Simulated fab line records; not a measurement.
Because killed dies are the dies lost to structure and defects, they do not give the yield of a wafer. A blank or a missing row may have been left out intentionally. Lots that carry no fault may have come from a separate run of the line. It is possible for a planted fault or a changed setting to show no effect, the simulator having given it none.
Which of the tools did it? / flow gf180mcu / Sampling: 11 lots, 33 wafers, 3 of 602 route steps

WHAT THE GAUGES READ, wafer by wafer
GF_V4_RS_MEAS_24: measurement is done with a four-point probe.
lot=L593; measured=day 24 12:02; on=film_metro-02; V4_W_RS (ohm/sq)=0.328 0.326 0.330
lot=L595; measured=day 24 22:50; on=film_metro-02; V4_W_RS (ohm/sq)=0.326 0.328 0.332
lot=L597; measured=day 26 01:55; on=film_metro-02; V4_W_RS (ohm/sq)=0.329 0.331 0.330
lot=L598; measured=day 26 11:33; on=film_metro-03; V4_W_RS (ohm/sq)=0.334 0.331 0.334
lot=L600; measured=day 26 16:43; on=film_metro-03; V4_W_RS (ohm/sq)=0.325 0.326 0.324
lot=L601; measured=day 27 07:34; on=film_metro-02; V4_W_RS (ohm/sq)=0.328 0.330 0.331
lot=L609; measured=day 29 13:52; on=film_metro-03; V4_W_RS (ohm/sq)=0.194 0.333 0.337
lot=L610; measured=day 29 18:42; on=film_metro-03; V4_W_RS (ohm/sq)=0.330 0.192 0.331
lot=L611; measured=day 30 03:02; on=film_metro-04; V4_W_RS (ohm/sq)=0.325 0.323 0.326
lot=L613; measured=day 30 20:30; on=film_metro-03; V4_W_RS (ohm/sq)=0.330 0.325 0.329
lot=L616; measured=day 31 08:56; on=film_metro-04; V4_W_RS (ohm/sq)=0.331 0.327 0.324

EACH LOT AND THE TOOL THAT RAN IT (in order: tool; ch and the chambers of the sampled wafers; start)
lot=L593; GF_V3_SPUTTER_22=pvd_sputter-03, day 22 11:44; GF_V4_CVD_23=cvd_w-01 ch 0,1, day 24 11:55
lot=L595; GF_V3_SPUTTER_22=pvd_sputter-04, day 22 23:41; GF_V4_CVD_23=cvd_w-01 ch 0, day 24 22:42
lot=L597; GF_V3_SPUTTER_22=pvd_sputter-04, day 24 04:02; GF_V4_CVD_23=cvd_w-02 ch 0,1, day 26 01:48
lot=L598; GF_V3_SPUTTER_22=pvd_sputter-01, day 24 13:26; GF_V4_CVD_23=cvd_w-02 ch 0,1, day 26 11:26
lot=L600; GF_V3_SPUTTER_22=pvd_sputter-03, day 24 19:28; GF_V4_CVD_23=cvd_w-01 ch 0, day 26 16:35
lot=L601; GF_V3_SPUTTER_22=pvd_sputter-01, day 25 10:42; GF_V4_CVD_23=cvd_w-02 ch 0,1, day 27 07:28
lot=L609; GF_V3_SPUTTER_22=pvd_sputter-04, day 27 21:16; GF_V4_CVD_23=cvd_w-02 ch 0,1, day 29 13:44
lot=L610; GF_V3_SPUTTER_22=pvd_sputter-01, day 28 00:52; GF_V4_CVD_23=cvd_w-02 ch 0,1, day 29 18:35
lot=L611; GF_V3_SPUTTER_22=pvd_sputter-01, day 28 08:16; GF_V4_CVD_23=cvd_w-01 ch 0,1, day 30 02:54
lot=L613; GF_V3_SPUTTER_22=pvd_sputter-04, day 29 04:22; GF_V4_CVD_23=cvd_w-01 ch 0,1, day 30 20:23
lot=L616; GF_V3_SPUTTER_22=pvd_sputter-04, day 29 16:49; GF_V4_CVD_23=cvd_w-01 ch 0,1, day 31 08:48
- GF_V3_SPUTTER_22: material TiN, target thk 10 nm, time 40 s.
- GF_V4_CVD_23: deposits W, target thk 350 nm, time 104.9 s.

THE ANSWER, worked out from the rows above alone
Rule: what is usual is taken from the lots themselves. Put in order of their means at a reading, lots are off if they are a third of the lots or fewer, leave a main group of 4 or more, and stand apart from it by a gap of 3 or more times the standard deviation of the main group's means; of several such gaps the widest counts. If all means in a main group match to the digits the tables above print for the reading, that group is not used. Also off: a lot with no number at a reading for which 4 or more lots have one. The other lots that the step has rows for count as sound.
Off: L609, L610, at GF_V4_RS_MEAS_24 (V4_W_RS). The main group has a mean of 0.328 ohm/sq with a standard deviation of 0.0024.
If a tool, at a process step before that reading, ran all the lots that are off and no sound lot after the first of them, it fits. Those tools and the gauges at GF_V4_RS_MEAS_24 are tried in the same way. One fits: GF_V4_CVD_23 on cvd_w-02. A fault onset in the window from L601 (day 27 07:28, its last sound lot) to L609 (day 29 13:44, its first lot off) fits.

WHAT HAD BEEN PUT IN BY THE SIMULATOR
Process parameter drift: cvd_w-02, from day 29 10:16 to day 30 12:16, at GF_V4_CVD_23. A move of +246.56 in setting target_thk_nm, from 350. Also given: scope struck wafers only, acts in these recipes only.
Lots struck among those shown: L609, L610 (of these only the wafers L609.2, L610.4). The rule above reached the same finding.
